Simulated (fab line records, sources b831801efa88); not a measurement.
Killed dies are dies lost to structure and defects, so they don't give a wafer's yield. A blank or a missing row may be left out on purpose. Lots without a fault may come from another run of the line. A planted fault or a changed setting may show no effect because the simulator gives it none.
Tool commonality check | flow gf180mcu | 14 lots, 48 wafers sampled

WHY IT WAS OPENED
At GF_SAB_THK_MEAS_01 the reading SAB_CVD_00_THK is flagged on 2 of 14 lots. Wafers without a fault read 49.9 nm, standard deviation 0.63.
Rule: a lot is flagged when every wafer of it that has a number lies more than 4 standard deviations from that mean, or none has a number. The other lots count as sound.

lot  | measured     | on            | SAB_CVD_00_THK (nm), wafer by wafer | flag
L779 | day 14 09:13 | film_metro-04 | 48.9 48.7 50.3                      |
L780 | day 14 13:35 | film_metro-02 | 49.1 50.4 50.2                      |
L784 | day 16 01:10 | film_metro-02 | 99.6 98.9 99.9 99.6 98.9 99.9       | FLAGGED
L788 | day 17 05:16 | film_metro-02 | 98.4 100.5 100.4 98.4 100.5 100.5   | FLAGGED
L790 | day 18 10:35 | film_metro-01 | 49.6 50.1 50.5                      |
L791 | day 18 20:32 | film_metro-02 | 49.5 50.1 50.3                      |
L793 | day 19 02:53 | film_metro-04 | 50.3 50.4 50.9                      |
L792 | day 19 05:58 | film_metro-01 | 49.1 49.6 50.3                      |
L794 | day 19 19:07 | film_metro-01 | 49.4 50.6 50.5                      |
L795 | day 19 19:46 | film_metro-04 | 49.7 50.6 50.9                      |
L797 | day 20 17:04 | film_metro-04 | 50.5 51.3 50.7                      |
L798 | day 21 01:13 | film_metro-04 | 49.5 48.6 49.6                      |
L800 | day 21 16:13 | film_metro-02 | 49.9 50.9 51.0                      |
L801 | day 21 22:16 | film_metro-04 | 48.9 49.7 49.5                      |
The numbers of the flagged lots are 99.6 nm on average: +49.7 nm against the usual, or +79 standard deviations.

WHICH TOOL RAN EACH LOT
The record holds 1 process step before the reading, out of a route of 602 steps. In each cell: the tool, then ch and the chambers that the sampled wafers went through, then the start.
lot  | flag    | GF_SAB_CVD_00
L779 |         | pecvd-03 ch 0,1,2, day 14 09:12
L780 |         | pecvd-03 ch 0,1,2, day 14 13:34
L784 | FLAGGED | pecvd-02 ch 0,1,2, day 16 00:57
L788 | FLAGGED | pecvd-02 ch 1,2, day 17 05:02
L790 |         | pecvd-02 ch 0,2, day 18 10:33
L791 |         | pecvd-03 ch 0,2, day 18 20:30
L793 |         | pecvd-03 ch 0,1, day 19 02:51
L792 |         | pecvd-04 ch 0,1,2, day 19 05:56
L794 |         | pecvd-02 ch 0,1, day 19 19:05
L795 |         | pecvd-03 ch 0,1,2, day 19 19:44
L797 |         | pecvd-02 ch 0,1, day 20 17:02
L798 |         | pecvd-02 ch 0,1, day 21 01:12
L800 |         | pecvd-02 ch 0,2, day 21 16:12
L801 |         | pecvd-03 ch 0,1,2, day 21 22:14
What these steps do:
- GF_SAB_CVD_00: deposits SiO2 from TEOS, target thk 50 nm, time 4.9302 s.
- GF_SAB_THK_MEAS_01

FLAGGED OVER TOTAL, TOOL BY TOOL (the gauges that took the reading come last)
step               | tool          | lots run | flagged | share of the flagged lots | sound lots run after its first flagged lot
GF_SAB_CVD_00      | pecvd-02      | 7        | 2       | all                       | 5 (L790,L794,L797,L798,L800)
GF_SAB_CVD_00      | pecvd-03      | 6        | 0       | none                      | -
GF_SAB_CVD_00      | pecvd-04      | 1        | 0       | none                      | -
GF_SAB_THK_MEAS_01 | film_metro-01 | 3        | 0       | none                      | -
GF_SAB_THK_MEAS_01 | film_metro-02 | 5        | 2       | all                       | 2 (L791,L800)
GF_SAB_THK_MEAS_01 | film_metro-04 | 6        | 0       | none                      | -

WHAT THE TABLE ALLOWS
2 rows of the table ran every flagged lot: pecvd-02 at GF_SAB_CVD_00, film_metro-02 at GF_SAB_THK_MEAS_01.
- pecvd-02 at GF_SAB_CVD_00: 2 of its 7 lots flagged. Sound lots ran on it after the first flagged one (L790, L794, L797, L798, L800), which a lasting fault on the whole tool wouldn't allow.
- film_metro-02 at GF_SAB_THK_MEAS_01: 2 of its 5 lots flagged. Sound lots ran on it after the first flagged one (L791, L800), which a lasting fault on the whole tool wouldn't allow.
No row of the table ran every flagged lot and no sound lot after the first.

WHAT THE SIMULATOR HAD PUT IN
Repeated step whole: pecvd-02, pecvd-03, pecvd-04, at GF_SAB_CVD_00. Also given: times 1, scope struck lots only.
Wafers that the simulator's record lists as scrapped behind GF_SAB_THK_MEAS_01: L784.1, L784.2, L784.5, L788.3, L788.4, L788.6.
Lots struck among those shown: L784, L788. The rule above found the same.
